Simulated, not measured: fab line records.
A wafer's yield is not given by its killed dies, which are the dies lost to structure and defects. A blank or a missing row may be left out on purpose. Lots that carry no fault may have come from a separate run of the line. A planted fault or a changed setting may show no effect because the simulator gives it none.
fab line records ; flow sky130 ; part 1 of 2: steps 1 to 29 of 39
record: lots: 5; wafers: 15; last_day: 49
route steps=708 shown SONOS_ONO@185 GATE_OXIDE@187 POLY_GATE@204 RES_PROTECT@206
lots that met no fault: from a run of the same line without faults
start_h: hours from the record's opening day to when the first of the lot's shown wafers began ; wait_h: hours elapsed since this lot's preceding step ; " repeats the value in the row above ; L1.1+2: several wafers, shown together as one row ; - either no value or no given start ; * or withheld: withheld ; < > ~ a bound
route shown NAME@n: names a module that has steps shown in the file, with the first one's number in the route ; usual: mean/standard deviation taken from wafers without a fault ; same: alike in all rows ; chamber/n: place in a boat ; sites: each site's reading ; _std_site: their standard deviation ; _edge_site: inner sites' mean taken away from outer sites' mean ; radius_mm: how far each site lies from the wafer's centre ; mask NAME#n: copy n ; behind: the most recent tool/chamber to have shaped the wafer ; hold: what put the lot on hold/how long, in hours/how the hold closed ; device: the n, p or np transistor that did not switch ; end of line: the same wafers' tests at the end of the route ; for a step that has no rows: nothing shown but its recipe ; killed: dies lost to structure and defects at the first sort, not the wafer's yield ; map: dies across one wafer; x = killed, . = not, _ = none there
set.NAME: setting as actually run; set.NAME@STEP: the setting as run at that earlier step ; model.NAME: the simulator's own value behind a step, which no gauge read
lots at some steps of the route; a table a step, a row a wafer
services: the hour from which a tool's chamber was out of use, counted from the record's first day as start_h (under 0 if before that day), plus the number of hours and why
== steps ==
step: SKY_SONOS_ONO_STRIP_17
recipe: chemistry: O2/N2; power_w: 1400; pressure_mtorr: 1500; platen_temp_c: withheld; o2_flow_sccm: 3000; n2_flow_sccm: 300; overash_fraction: 0.5
usual: drypump_motor_current_A: 5.7/0.34; n2_flow_sccm: 300.2/1.2; oes_product_au: 0.710/0.0043; strip_time_to_endpoint_s: 14.12/0.044
lot.wafer;tool;chamber;start_h;wait_h;drypump_motor_current_A;n2_flow_sccm;oes_product_au;rf_hours_counter_h;strip_time_to_endpoint_s
L082.3;plasma_asher-04;1;353.48;0.0;5.8;298.7;0.711;-;14.07
L082.5;plasma_asher-04;0;353.48;0.0;5.6;301.1;0.708;-;14.09
L082.6;plasma_asher-04;1;353.48;0.0;5.8;299.0;0.707;-;14.09
L083.1;plasma_asher-04;1;356.37;0.0;5.8;300.5;0.706;23;14.16
L083.2;plasma_asher-04;0;356.37;0.0;5.6;298.4;0.709;23;14.19
L083.4;plasma_asher-04;1;356.37;0.0;5.8;299.4;0.705;-;14.20
L084.2;plasma_asher-04;0;364.99;0.0;5.6;300.2;0.708;24;14.14
L084.3;plasma_asher-04;0;364.99;0.0;5.6;300.0;0.708;-;14.10
L084.4;plasma_asher-04;1;364.99;0.0;5.8;299.5;0.702;-;14.12
L086.2;plasma_asher-01;0;385.39;0.0;5.2;300.4;0.707;68;14.09
L086.4;plasma_asher-01;1;385.39;0.0;5.4;299.2;0.710;-;14.06
L086.5;plasma_asher-01;0;385.39;0.0;5.2;300.6;0.712;-;14.04
L089.1;plasma_asher-04;0;423.26;0.0;5.6;300.7;0.704;30;14.09
L089.2;plasma_asher-04;1;423.26;0.0;5.8;300.9;0.711;30;14.09
L089.4;plasma_asher-04;0;423.26;0.0;5.6;300.6;0.710;-;14.15
step: SKY_SONOS_ONO_WET_ETCH_18
recipe: chemistry: H3PO4; target_depth_nm: 15; target: Si3N4; temp_c: 160; time_s: 172
lot.wafer;tool;chamber;start_h;wait_h
L082.3+5+6;wet_bench-01;3;353.54;0.0
L083.1+2+4;wet_bench-01;1;356.47;0.1
L084.2+3+4;wet_bench-01;2;365.09;0.1
L086.2+4+5;wet_bench-02;3;385.49;0.1
L089.1+2+4;wet_bench-01;0;423.36;0.1
step: SKY_GATE_OXIDE_CLEAN_00
recipe: chemistry: SC1/SC2; mix: 1:4:20; temp_c: 70; time_s: 150; dry: n2_spin
lot.wafer;tool;chamber;start_h;wait_h
L082.3+5+6;wet_bench-01;1;353.60;0.0
L083.1+2+4;wet_bench-04;3;356.53;0.0
L084.2+3+4;wet_bench-04;3;365.14;0.0
L086.2+4+5;wet_bench-04;0;385.54;0.0
L089.1+2+4;wet_bench-04;3;423.42;0.0
step: SKY_GATE_OXIDE_OXIDATION_01
recipe: temp_c: 900; ambient: O2; stabilise_s: 600; purge_s: 300; target_thk_a: 102.68; ox_time_s: 1473
usual: ox_temp_c_max: 905.0/1.1; tube_center_temp_C: 900.01/0.077; zone_power_bottom_pct: 31.2/0.6; zone_power_lower_pct: 18.7/0.78
same: purge_s: 300; stabilise_s: 600
lot.wafer;tool;chamber;start_h;wait_h;ox_temp_c_max;tube_center_temp_C;zone_power_bottom_pct;zone_power_lower_pct
L082.3;furnace-02;0;354.15;0.5;905.0;900;31.5;19.6
L082.5;furnace-02;0;354.15;0.5;907.5;900.02;31.6;19.4
L082.6;furnace-02;0;354.15;0.5;904.5;899.94;31.8;19.7
L083.1;furnace-01;0;356.85;0.3;904.5;899.97;30.9;17.9
L083.2;furnace-01;0;356.85;0.3;904.6;900.01;30.5;18.4
L083.4;furnace-01;0;356.85;0.3;905.2;900.04;31.1;17.8
L084.2;furnace-01;0;366.28;1.1;902.7;900.06;31.3;18.1
L084.3;furnace-01;0;366.28;1.1;904.5;899.82;30.4;17.9
L084.4;furnace-01;0;366.28;1.1;904.0;899.87;30.5;17.8
L086.2;furnace-02;0;386.73;1.1;905.8;900.13;31.9;19.8
L086.4;furnace-02;0;386.73;1.1;905.9;900.16;31.8;19.4
L086.5;furnace-02;0;386.73;1.1;905.2;899.98;32.0;19.5
L089.1;furnace-02;0;423.96;0.5;904.9;900.07;32.2;19.3
L089.2;furnace-02;0;423.96;0.5;907.0;899.98;31.7;19.7
L089.4;furnace-02;0;423.96;0.5;906.2;900.08;32.2;19.7
step: SKY_GATE_OXIDE_THK_MEAS_02
recipe: reads: SiO2_of_GATE_OXIDE_OXIDATION_01
usual: GATE_OXIDE_OXIDATION_00_THK: 10.26/0.16
lot.wafer;tool;chamber;start_h;wait_h;GATE_OXIDE_OXIDATION_00_THK[nm]
L082.3;film_metro-03;-;355.58;0.0;10.15
L082.5;film_metro-03;-;355.58;0.0;10.18
L082.6;film_metro-03;-;355.58;0.0;9.99
L083.1;film_metro-03;-;358.26;0.0;10.19
L083.2;film_metro-03;-;358.26;0.0;10.17
L083.4;film_metro-03;-;358.26;0.0;10.12
L084.2;film_metro-04;-;367.70;0.0;10.31
L084.3;film_metro-04;-;367.70;0.0;10.34
L084.4;film_metro-04;-;367.70;0.0;10.24
L086.2;film_metro-02;-;388.15;0.0;10.21
L086.4;film_metro-02;-;388.15;0.0;10.20
L086.5;film_metro-02;-;388.15;0.0;10.21
L089.1;film_metro-04;-;425.37;0.0;10.35
L089.2;film_metro-04;-;425.37;0.0;10.61
L089.4;film_metro-04;-;425.37;0.0;10.35
step: SKY_GATE_OXIDE_DEHYDRATE_03
recipe: temp_c: 200; time_s: 60
usual: heater_power_total_W: 160.37/0.13
lot.wafer;tool;chamber;start_h;wait_h;heater_power_total_W
L082.3;litho_track-04;0;369.21;13.6;160.42
L082.5;litho_track-04;0;369.21;13.6;160.30
L082.6;litho_track-04;0;369.21;13.6;160.42
L083.1;litho_track-03;0;371.97;13.7;160.66
L083.2;litho_track-03;0;371.97;13.7;160.46
L083.4;litho_track-03;0;371.97;13.7;160.48
L084.2;litho_track-04;0;381.33;13.6;160.22
L084.3;litho_track-04;0;381.33;13.6;160.51
L084.4;litho_track-04;0;381.33;13.6;160.64
L086.2;litho_track-04;0;400.93;12.8;160.59
L086.4;litho_track-04;0;400.93;12.8;160.43
L086.5;litho_track-04;0;400.93;12.8;160.35
L089.1;litho_track-01;0;440.11;14.7;160.35
L089.2;litho_track-01;0;440.11;14.7;160.56
L089.4;litho_track-01;0;440.11;14.7;160.51
step: SKY_GATE_OXIDE_HMDS_04
recipe: prime_time_s: 60; prime_temp_c: 120
lot.wafer;tool;chamber;start_h;wait_h
L082.3+5+6;litho_track-04;0;369.36;0.1
L083.1+2+4;litho_track-03;0;372.12;0.1
L084.2+3+4;litho_track-04;0;381.48;0.1
L086.2+4+5;litho_track-04;0;401.08;0.1
L089.1+2+4;litho_track-01;0;440.26;0.1
step: SKY_GATE_OXIDE_COAT_05
recipe: resist: NOVOLAK; spin_rpm: 3000; resist_thk_nm: 1140
lot.wafer;tool;chamber;start_h;wait_h
L082.3+5+6;litho_track-04;0;369.51;0.1
L083.1+2+4;litho_track-03;0;372.27;0.1
L084.2+3+4;litho_track-04;0;381.63;0.1
L086.2+4+5;litho_track-04;0;401.23;0.1
L089.1+2+4;litho_track-01;0;440.41;0.1
step: SKY_GATE_OXIDE_SOFTBAKE_06
recipe: temp_c: 90; time_s: 60; resist: NOVOLAK
usual: heater_power_total_W: 56.59/0.049
lot.wafer;tool;chamber;start_h;wait_h;heater_power_total_W
L082.3;litho_track-04;0;369.66;0.1;56.58
L082.5;litho_track-04;0;369.66;0.1;56.56
L082.6;litho_track-04;0;369.66;0.1;56.56
L083.1;litho_track-03;0;372.42;0.1;56.65
L083.2;litho_track-03;0;372.42;0.1;56.55
L083.4;litho_track-03;0;372.42;0.1;56.60
L084.2;litho_track-04;0;381.78;0.1;56.49
L084.3;litho_track-04;0;381.78;0.1;56.61
L084.4;litho_track-04;0;381.78;0.1;56.62
L086.2;litho_track-04;0;401.38;0.1;56.46
L086.4;litho_track-04;0;401.38;0.1;56.59
L086.5;litho_track-04;0;401.38;0.1;56.50
L089.1;litho_track-01;0;440.56;0.1;56.59
L089.2;litho_track-01;0;440.56;0.1;56.58
L089.4;litho_track-01;0;440.56;0.1;56.65
step: SKY_GATE_OXIDE_EXPOSE_07
recipe: mask_id: LVOM; na: 0.6; source_shape: conventional; sigma_outer: 0.6; polarization: unpolarized; target_cd_nm: 600; dose_mj: 170
lot.wafer;tool;chamber;start_h;wait_h;mask
L082.3+5+6;iline_stepper-02;0;-;-;LVOM#0
L083.1+2+4;iline_stepper-02;0;-;-;LVOM#0
L084.2+3+4;iline_stepper-02;0;-;-;LVOM#0
L086.2+4+5;iline_stepper-01;0;-;-;LVOM#0
L089.1+2+4;iline_stepper-02;0;-;-;LVOM#0
step: SKY_GATE_OXIDE_PEB_08
recipe: temp_c: withheld; time_s: *; resist: NOVOLAK
lot.wafer;tool;chamber;start_h;wait_h
L082.3+5+6;litho_track-04;0;-;-
L083.1+2+4;litho_track-03;0;-;-
L084.2+3+4;litho_track-03;0;-;-
L086.2+4+5;litho_track-04;0;-;-
L089.1+2+4;litho_track-03;0;-;-
step: SKY_GATE_OXIDE_DEVELOP_09
recipe: resist: NOVOLAK; developer: TMAH; develop_time_s: 60; dev_temp_c: 23
lot.wafer;tool;chamber;start_h;wait_h
L082.3+5+6;litho_track-04;0;384.16;0.1
L083.1+2+4;litho_track-03;0;386.42;0.1
L084.2+3+4;litho_track-03;0;394.85;0.1
L086.2+4+5;litho_track-04;0;416.58;0.1
L089.1+2+4;litho_track-03;0;456.32;0.1
step: SKY_GATE_OXIDE_OVL_MEAS_10
usual: GATE_OXIDE_OVL: -0.3/1.2
lot.wafer;tool;chamber;start_h;wait_h;GATE_OXIDE_OVL[nm]
L082.3;overlay-02;-;384.29;0.1;-1.4
L082.5;overlay-02;-;384.29;0.1;1.2
L082.6;overlay-02;-;384.29;0.1;-1.4
L083.1;overlay-01;-;386.57;0.1;0.8
L083.2;overlay-01;-;386.57;0.1;1.4
L083.4;overlay-01;-;386.57;0.1;1.6
L084.2;overlay-02;-;394.98;0.1;-0.2
L084.3;overlay-02;-;394.98;0.1;-1.0
L084.4;overlay-02;-;394.98;0.1;-0.1
L086.2;overlay-02;-;416.71;0.1;0.0
L086.4;overlay-02;-;416.71;0.1;-0.7
L086.5;overlay-02;-;416.71;0.1;-0.9
L089.1;overlay-01;-;456.47;0.1;-1.5
L089.2;overlay-01;-;456.47;0.1;-1.8
L089.4;overlay-01;-;456.47;0.1;-2.9
step: SKY_GATE_OXIDE_IMPLANT_11
recipe: species: B; energy_kev: 10; dose_cm2: 2.6e+12; tilt_deg: withheld
usual: faraday_current_uA: 14.69/0.3
lot.wafer;tool;chamber;start_h;wait_h;faraday_current_uA
L082.3;implanter-03;0;384.36;0.1;14.98
L082.5;implanter-03;0;384.36;0.1;14.71
L082.6;implanter-03;0;384.36;0.1;14.35
L083.1;implanter-02;0;386.61;0.0;14.57
L083.2;implanter-02;0;386.61;0.0;14.59
L083.4;implanter-02;0;386.61;0.0;15.11
L084.2;implanter-02;0;395.03;0.0;14.28
L084.3;implanter-02;0;395.03;0.0;14.96
L084.4;implanter-02;0;395.03;0.0;15.11
L086.2;implanter-02;0;416.77;0.0;14.86
L086.4;implanter-02;0;416.77;0.0;14.64
L086.5;implanter-02;0;416.77;0.0;14.83
L089.1;implanter-02;0;456.51;0.0;15.11
L089.2;implanter-02;0;456.51;0.0;14.45
L089.4;implanter-02;0;456.51;0.0;14.58
step: SKY_GATE_OXIDE_WET_ETCH_12
recipe: chemistry: dHF; target_depth_nm: 16.8; dry: n2_spin; target: SiO2; dilution: 100:1; temp_c: 25; time_s: 336
lot.wafer;tool;chamber;start_h;wait_h
L082.3+5+6;wet_bench-04;3;384.46;0.1
L083.1+2+4;wet_bench-01;0;386.76;0.1
L084.2+3+4;wet_bench-02;0;395.16;0.1
L086.2+4+5;wet_bench-01;0;416.89;0.1
L089.1+2+4;wet_bench-02;2;456.66;0.1
step: SKY_GATE_OXIDE_STRIP_13
recipe: chemistry: O2/N2; power_w: 1400; pressure_mtorr: 1500; platen_temp_c: withheld; o2_flow_sccm: 3000; n2_flow_sccm: 300; overash_fraction: 0.5
usual: drypump_motor_current_A: 5.7/0.45; n2_flow_sccm: 300.0/0.87; oes_product_au: 0.717/0.0047; strip_time_to_endpoint_s: 14.19/0.036
lot.wafer;tool;chamber;start_h;wait_h;drypump_motor_current_A;n2_flow_sccm;oes_product_au;rf_hours_counter_h;strip_time_to_endpoint_s
L082.3;plasma_asher-02;1;384.61;0.0;5.6;301.5;0.721;-;14.21
L082.5;plasma_asher-02;0;384.61;0.0;4.9;301.4;0.711;-;14.21
L082.6;plasma_asher-02;1;384.61;0.0;5.6;302.0;0.728;-;14.22
L083.1;plasma_asher-02;0;386.96;0.0;4.9;300.8;0.724;58;14.20
L083.2;plasma_asher-02;1;386.96;0.0;5.6;298.1;0.716;58;14.23
L083.4;plasma_asher-02;0;386.96;0.0;4.9;299.0;0.720;-;14.17
L084.2;plasma_asher-03;0;395.29;0.0;6.4;300.7;0.719;71;14.24
L084.3;plasma_asher-03;1;395.29;0.0;5.4;300.5;0.718;-;14.25
L084.4;plasma_asher-03;0;395.29;0.0;6.5;297.7;0.708;-;14.23
L086.2;plasma_asher-03;1;416.99;0.0;5.4;300.0;0.714;73;14.23
L086.4;plasma_asher-03;1;416.99;0.0;5.4;300.0;0.715;-;14.23
L086.5;plasma_asher-03;0;416.99;0.0;6.4;300.0;0.721;-;14.25
L089.1;plasma_asher-03;1;456.76;0.0;5.4;298.9;0.714;77;14.14
L089.2;plasma_asher-03;0;456.76;0.0;6.4;300.3;0.716;77;14.12
L089.4;plasma_asher-03;0;456.76;0.0;6.4;300.5;0.716;-;14.15
step: SKY_GATE_OXIDE_TW_MEAS_14
usual: GATE_OXIDE_TW: 225.9/1.8
lot.wafer;tool;chamber;start_h;wait_h;GATE_OXIDE_TW
L082.3;film_metro-04;-;384.70;0.1;223.3
L082.5;film_metro-04;-;384.70;0.1;225.6
L082.6;film_metro-04;-;384.70;0.1;224.6
L083.1;film_metro-04;-;387.06;0.1;224.2
L083.2;film_metro-04;-;387.06;0.1;225.6
L083.4;film_metro-04;-;387.06;0.1;225.3
L084.2;film_metro-02;-;395.40;0.1;226.3
L084.3;film_metro-02;-;395.40;0.1;226.0
L084.4;film_metro-02;-;395.40;0.1;225.5
L086.2;film_metro-03;-;417.10;0.1;228.1
L086.4;film_metro-03;-;417.10;0.1;229.4
L086.5;film_metro-03;-;417.10;0.1;229.7
L089.1;film_metro-04;-;456.86;0.1;225.6
L089.2;film_metro-04;-;456.86;0.1;224.7
L089.4;film_metro-04;-;456.86;0.1;224.3
step: SKY_GATE_OXIDE_CLEAN_15
recipe: chemistry: SC1/SC2; mix: 1:4:20; temp_c: 70; time_s: 150; dry: n2_spin
lot.wafer;tool;chamber;start_h;wait_h
L082.3+5+6;wet_bench-01;1;384.74;0.0
L083.1+2+4;wet_bench-01;3;387.12;0.1
L084.2+3+4;wet_bench-01;3;395.45;0.0
L086.2+4+5;wet_bench-01;0;417.15;0.0
L089.1+2+4;wet_bench-01;1;456.92;0.1
step: SKY_GATE_OXIDE_OXIDATION_16
recipe: temp_c: 800; ambient: O2; idle_temp_c: 700; ramp_up_c_per_min: 10; ramp_down_c_per_min: 3; stabilise_s: 600; purge_s: 300; target_thk_a: 35.7; ox_time_s: 1915
usual: ox_temp_c_max: 804.8/1.1; tube_center_temp_C: 799.99/0.075; zone_power_bottom_pct: 24.4/0.51; zone_power_lower_pct: 14.8/0.58
same: purge_s: 300; stabilise_s: 600
lot.wafer;tool;chamber;start_h;wait_h;ox_temp_c_max;tube_center_temp_C;zone_power_bottom_pct;zone_power_lower_pct
L082.3;furnace-02;0;385.20;0.4;805.3;800.08;24.6;15.1
L082.5;furnace-02;0;385.20;0.4;804.7;800;24.9;15.0
L082.6;furnace-02;0;385.20;0.4;803.9;800.14;24.5;15.0
L083.1;furnace-01;0;388.93;1.7;805.0;800.05;24.0;13.9
L083.2;furnace-01;0;388.93;1.7;804.9;799.91;24.0;14.1
L083.4;furnace-01;0;388.93;1.7;805.5;800.04;23.9;14.2
L084.2;furnace-01;0;397.65;2.1;805.7;799.9;24.0;14.1
L084.3;furnace-01;0;397.65;2.1;803.0;800.1;23.8;14.1
L084.4;furnace-01;0;397.65;2.1;805.6;800.06;24.1;14.2
L086.2;furnace-01;0;417.20;0.0;805.2;799.86;23.7;14.1
L086.4;furnace-01;0;417.20;0.0;804.3;800.01;23.6;14.0
L086.5;furnace-01;0;417.20;0.0;804.4;800.12;23.8;14.1
L089.1;furnace-02;0;457.79;0.8;806.8;799.91;25.1;15.3
L089.2;furnace-02;0;457.79;0.8;805.1;799.92;24.6;15.2
L089.4;furnace-02;0;457.79;0.8;807.1;800.07;24.8;15.4
step: SKY_POLY_GATE_CVD_00
recipe: material: poly-Si; target_thk_nm: 180; temp_c: 620; time_s: 720; pressure_mtorr: 200
usual: susceptor_temp_C: 620.0/0.31; zone_power_bottom_pct: 14.5/1.8; zone_power_lower_pct: 9.32/0.16
lot.wafer;tool;chamber;start_h;wait_h;susceptor_temp_C;zone_power_bottom_pct;zone_power_lower_pct
L082.3;lpcvd-01;0;386.73;0.0;620.1;13.1;9.20
L082.5;lpcvd-01;0;386.73;0.0;619.8;13.0;9.23
L082.6;lpcvd-01;0;386.73;0.0;619.9;13.0;9.06
L083.1;lpcvd-01;1;390.46;0.0;619.8;16.7;9.42
L083.2;lpcvd-01;1;390.46;0.0;619.9;16.5;9.45
L083.4;lpcvd-01;1;390.46;0.0;620.0;16.3;9.61
L084.2;lpcvd-01;1;399.18;0.0;620.2;16.4;9.40
L084.3;lpcvd-01;1;399.18;0.0;619.9;16.4;9.46
L084.4;lpcvd-01;1;399.18;0.0;619.9;16.2;9.42
L086.2;lpcvd-01;0;418.73;0.0;620.1;12.9;9.30
L086.4;lpcvd-01;0;418.73;0.0;620.4;13.0;9.27
L086.5;lpcvd-01;0;418.73;0.0;620.1;13.3;9.00
L089.1;lpcvd-01;0;459.32;0.0;619.9;13.0;9.19
L089.2;lpcvd-01;0;459.32;0.0;620.0;12.8;9.10
L089.4;lpcvd-01;0;459.32;0.0;620.0;12.9;9.18
step: SKY_POLY_GATE_THK_MEAS_01
recipe: reads: poly-Si_of_POLY_GATE_CVD_00
usual: POLY_GATE_CVD_00_THK: 180.8/1.6
lot.wafer;tool;chamber;start_h;wait_h;POLY_GATE_CVD_00_THK[nm]
L082.3;film_metro-01;-;387.95;0.0;180.0
L082.5;film_metro-01;-;387.95;0.0;178.8
L082.6;film_metro-01;-;387.95;0.0;179.4
L083.1;film_metro-01;-;391.66;0.0;178.9
L083.2;film_metro-01;-;391.66;0.0;178.7
L083.4;film_metro-01;-;391.66;0.0;178.2
L084.2;film_metro-01;-;400.39;0.0;177.9
L084.3;film_metro-01;-;400.39;0.0;178.4
L084.4;film_metro-01;-;400.39;0.0;178.3
L086.2;film_metro-03;-;419.94;0.0;180.6
L086.4;film_metro-03;-;419.94;0.0;179.0
L086.5;film_metro-03;-;419.94;0.0;179.3
L089.1;film_metro-03;-;460.52;0.0;181.8
L089.2;film_metro-03;-;460.52;0.0;181.9
L089.4;film_metro-03;-;460.52;0.0;182.2
step: SKY_RES_PROTECT_DEHYDRATE_00
recipe: temp_c: 200; time_s: 60
usual: heater_power_total_W: 160.38/0.12
lot.wafer;tool;chamber;start_h;wait_h;heater_power_total_W
L082.3;litho_track-02;0;400.70;12.7;160.20
L082.5;litho_track-02;0;400.70;12.7;160.54
L082.6;litho_track-02;0;400.70;12.7;160.15
L083.1;litho_track-03;0;405.27;13.6;160.35
L083.2;litho_track-03;0;405.27;13.6;160.38
L083.4;litho_track-03;0;405.27;13.6;160.30
L084.2;litho_track-02;0;415.33;14.9;160.18
L084.3;litho_track-02;0;415.33;14.9;160.24
L084.4;litho_track-02;0;415.33;14.9;160.32
L086.2;litho_track-02;0;434.18;14.2;160.42
L086.4;litho_track-02;0;434.18;14.2;160.54
L086.5;litho_track-02;0;434.18;14.2;160.61
L089.1;litho_track-04;0;475.35;14.8;160.38
L089.2;litho_track-04;0;475.35;14.8;160.15
L089.4;litho_track-04;0;475.35;14.8;160.23
step: SKY_RES_PROTECT_HMDS_01
recipe: prime_time_s: 60; prime_temp_c: 120
lot.wafer;tool;chamber;start_h;wait_h
L082.3+5+6;litho_track-02;0;400.85;0.1
L083.1+2+4;litho_track-03;0;405.42;0.1
L084.2+3+4;litho_track-02;0;415.48;0.1
L086.2+4+5;litho_track-02;0;434.33;0.1
L089.1+2+4;litho_track-04;0;475.50;0.1
step: SKY_RES_PROTECT_COAT_02
recipe: resist: NOVOLAK; spin_rpm: 3000; resist_thk_nm: 1140
lot.wafer;tool;chamber;start_h;wait_h
L082.3+5+6;litho_track-02;0;401.00;0.1
L083.1+2+4;litho_track-03;0;405.57;0.1
L084.2+3+4;litho_track-02;0;415.63;0.1
L086.2+4+5;litho_track-02;0;434.48;0.1
L089.1+2+4;litho_track-04;0;475.65;0.1
step: SKY_RES_PROTECT_SOFTBAKE_03
recipe: temp_c: 90; time_s: 60; resist: NOVOLAK
usual: heater_power_total_W: 56.60/0.042
lot.wafer;tool;chamber;start_h;wait_h;heater_power_total_W
L082.3;litho_track-02;0;401.15;0.1;56.55
L082.5;litho_track-02;0;401.15;0.1;56.59
L082.6;litho_track-02;0;401.15;0.1;56.68
L083.1;litho_track-03;0;405.72;0.1;56.67
L083.2;litho_track-03;0;405.72;0.1;56.61
L083.4;litho_track-03;0;405.72;0.1;56.51
L084.2;litho_track-02;0;415.78;0.1;56.59
L084.3;litho_track-02;0;415.78;0.1;56.66
L084.4;litho_track-02;0;415.78;0.1;56.63
L086.2;litho_track-02;0;434.63;0.1;56.58
L086.4;litho_track-02;0;434.63;0.1;56.64
L086.5;litho_track-02;0;434.63;0.1;56.70
L089.1;litho_track-04;0;475.80;0.1;56.63
L089.2;litho_track-04;0;475.80;0.1;56.60
L089.4;litho_track-04;0;475.80;0.1;56.59
step: SKY_RES_PROTECT_EXPOSE_04
recipe: mask_id: RPM; na: 0.6; source_shape: conventional; sigma_outer: 0.6; polarization: unpolarized; target_cd_nm: 1270; dose_mj: 131
lot.wafer;tool;chamber;start_h;wait_h;mask
L082.3+5+6;iline_stepper-01;0;-;-;RPM#0
L083.1+2+4;iline_stepper-01;0;-;-;RPM#0
L084.2+3+4;iline_stepper-02;0;-;-;RPM#0
L086.2+4+5;iline_stepper-02;0;-;-;RPM#0
L089.1+2+4;iline_stepper-01;0;-;-;RPM#0
step: SKY_RES_PROTECT_PEB_05
recipe: temp_c: withheld; time_s: *; resist: NOVOLAK
lot.wafer;tool;chamber;start_h;wait_h
L082.3+5+6;litho_track-04;0;-;-
L083.1+2+4;litho_track-04;0;-;-
L084.2+3+4;litho_track-02;0;-;-
L086.2+4+5;litho_track-03;0;-;-
L089.1+2+4;litho_track-02;0;-;-
step: SKY_RES_PROTECT_DEVELOP_06
recipe: resist: NOVOLAK; developer: TMAH; develop_time_s: 60; dev_temp_c: 23
lot.wafer;tool;chamber;start_h;wait_h
L082.3+5+6;litho_track-04;0;416.31;0.1
L083.1+2+4;litho_track-04;0;421.11;0.1
L084.2+3+4;litho_track-02;0;430.88;0.1
L086.2+4+5;litho_track-03;0;450.05;0.1
L089.1+2+4;litho_track-02;0;491.25;0.1
step: SKY_POLY_GATE_IMPLANT_02
recipe: species: P; energy_kev: 30; dose_cm2: 7.7e+15; tilt_deg: 0
usual: faraday_current_uA: 12413/1300
lot.wafer;tool;chamber;start_h;wait_h;faraday_current_uA
L082.3;implanter-03;0;416.46;0.1;13969
L082.5;implanter-03;0;416.46;0.1;13972
L082.6;implanter-03;0;416.46;0.1;13611
L083.1;implanter-01;0;421.26;0.1;11089
L083.2;implanter-01;0;421.26;0.1;11035
L083.4;implanter-01;0;421.26;0.1;10748
L084.2;implanter-01;0;431.03;0.1;10866
L084.3;implanter-01;0;431.03;0.1;10870
L084.4;implanter-01;0;431.03;0.1;10890
L086.2;implanter-03;0;450.20;0.1;14071
L086.4;implanter-03;0;450.20;0.1;14459
L086.5;implanter-03;0;450.20;0.1;14304
L089.1;implanter-02;0;491.40;0.1;12633
L089.2;implanter-02;0;491.40;0.1;12671
L089.4;implanter-02;0;491.40;0.1;12363
